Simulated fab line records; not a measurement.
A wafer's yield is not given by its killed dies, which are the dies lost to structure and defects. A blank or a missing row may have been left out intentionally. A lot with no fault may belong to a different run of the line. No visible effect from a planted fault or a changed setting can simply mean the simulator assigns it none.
Comparing a struck lot with a sound one    flow sky130    16 out of 708 route steps
Sound: wafers L496.1, L496.4, L496.5. Struck: wafers L511.1, L511.3, L511.5. The cause is named last.
For every step that has rows: the tool of each side, followed by ch and its chambers, followed by its first start. Under that, the readings that differ: sound wafers    struck wafers    difference of the means    sigmas: that difference in standard deviations of wafers without a fault.
alike: readings whose means differ by less than 2 such deviations, and words and numbers that are the same on both sides. not compared: withheld readings, readings that some wafer has no value for, bounds like >300 that may hide the same value, and numbers for which the record gives no deviation and whose values overlap.
The two part at a step that has a row with sigmas, a row that says differs or no value, or rows on one side only. Numbers that don't overlap but have no deviation are shown without sigmas and don't part them. A reading missing from all wafers of one side parts the sides only when that side holds two or more wafers.

SKY_SD_N_OVL_MEAS_08:
  sound: overlay-01 at day 27 23:24; struck: overlay-02 at day 32 21:34
reading        sound         struck          difference  sigmas
SD_N_OVL (nm)  -0.2 2.2 1.0  -2.1 -2.6 -1.2  -3.0        -2
then, 2 steps without rows for these wafers: SKY_SD_N_IMPLANT_09; SKY_SD_N_IMPLANT_10.
SKY_SD_N_STRIP_11: strips in O2/N2.
  sound on plasma_asher-01 ch 0,1, day 27 23:44; struck on plasma_asher-01 ch 1, day 32 21:53
reading                       sound              struck             difference  sigmas
strip_time_to_endpoint_s (s)  22.58 22.51 22.53  22.62 22.66 22.66  +0.11       +3
  alike: drypump_motor_current_A, oes_product_au
  not compared: rf_hours_counter_h
SKY_SD_N_TW_MEAS_12:
  sound: film_metro-03 at day 27 23:50; struck: film_metro-02 at day 32 21:59
  alike: SD_N_TW
then, 1 step without rows for these wafers: SKY_SD_N_CLEAN_13 (cleans in SC1/SC2, time 150 s).
SKY_SD_N_RTA_14: time 2 s.
  sound on rtp_anneal-01 ch 0, day 27 23:56; struck on rtp_anneal-02 ch 0, day 32 22:06
  alike: lamp_power_pct, ramp_up_c_per_s, wafer_temp_C_max
SKY_SD_N_RS_MEAS_16: measurement is done with a four-point probe.
  sound: film_metro-02 at day 28 00:07; struck: film_metro-02 at day 32 22:17
  alike: SD_N_RS
SKY_SD_N_RS_MEAS_17: measurement is done with a four-point probe.
  sound: film_metro-02 at day 28 00:14; struck: film_metro-02 at day 32 22:24
reading           sound              struck             difference  sigmas
SD_P_RS (ohm/sq)  146.7 146.4 146.2  147.3 147.4 147.2  +0.9        +2
SKY_SD_N_RS_MEAS_18: measurement is done with a four-point probe.
  sound: film_metro-02 at day 28 00:22; struck: film_metro-02 at day 32 22:31
  alike: RES_XHIGH_RS
then, 1 step without rows for these wafers: SKY_SALICIDE_CLEAN_00 (cleans in HF-last, time 30 s).
SKY_LI_CONTACT_HDPCVD_00: deposits PSG, target thk 930 nm, time 155 s.
  sound on hdpcvd-02 ch 1,2, day 28 00:30; struck on hdpcvd-01 ch 0,1, day 32 22:39
reading                                        sound              struck             difference  sigmas
run_length_s (s)                               182.9 182.9 183.6  202.6 203.5 202.7  +19.8       +41
model.PSG_of_LI_CONTACT_HDPCVD_00.thk_nm (nm)  944.1 945.7 949.4  1040 1044 1045     +97         
SKY_LI_CONTACT_THK_MEAS_01:
  sound: film_metro-03 at day 28 00:36; struck: film_metro-02 at day 32 22:45
reading                     sound        struck          difference  sigmas
LI_CONTACT_HDPCVD_THK (nm)  945 945 950  1041 1043 1046  +97         +8
SKY_LI_CONTACT_CMP_02: polishes PSG.
  sound on cmp-02 ch 0,1,3, day 28 00:40; struck on cmp-02 ch 0,1,2, day 32 22:49
reading                 sound           struck          difference  sigmas
time_to_endpoint_s (s)  38.6 37.0 39.5  45.2 42.3 43.3  +5.2        +2
  alike: motor_current_A
SKY_LI_CONTACT_BOW_MEAS_03:
  sound: film_metro-02 at day 28 00:58; struck: film_metro-03 at day 32 23:07
  alike: LI_CONTACT_BOW
SKY_PAD_OPEN_PROBE_99:
  the record holds rows for the sound wafers here (prober-01, day 45 18:46) but none for the struck ones

## WHERE THEY PART
Earliest at SKY_SD_N_OVL_MEAS_08; latest, in this record, at SKY_PAD_OPEN_PROBE_99.

WHY: what had been put in by the simulator
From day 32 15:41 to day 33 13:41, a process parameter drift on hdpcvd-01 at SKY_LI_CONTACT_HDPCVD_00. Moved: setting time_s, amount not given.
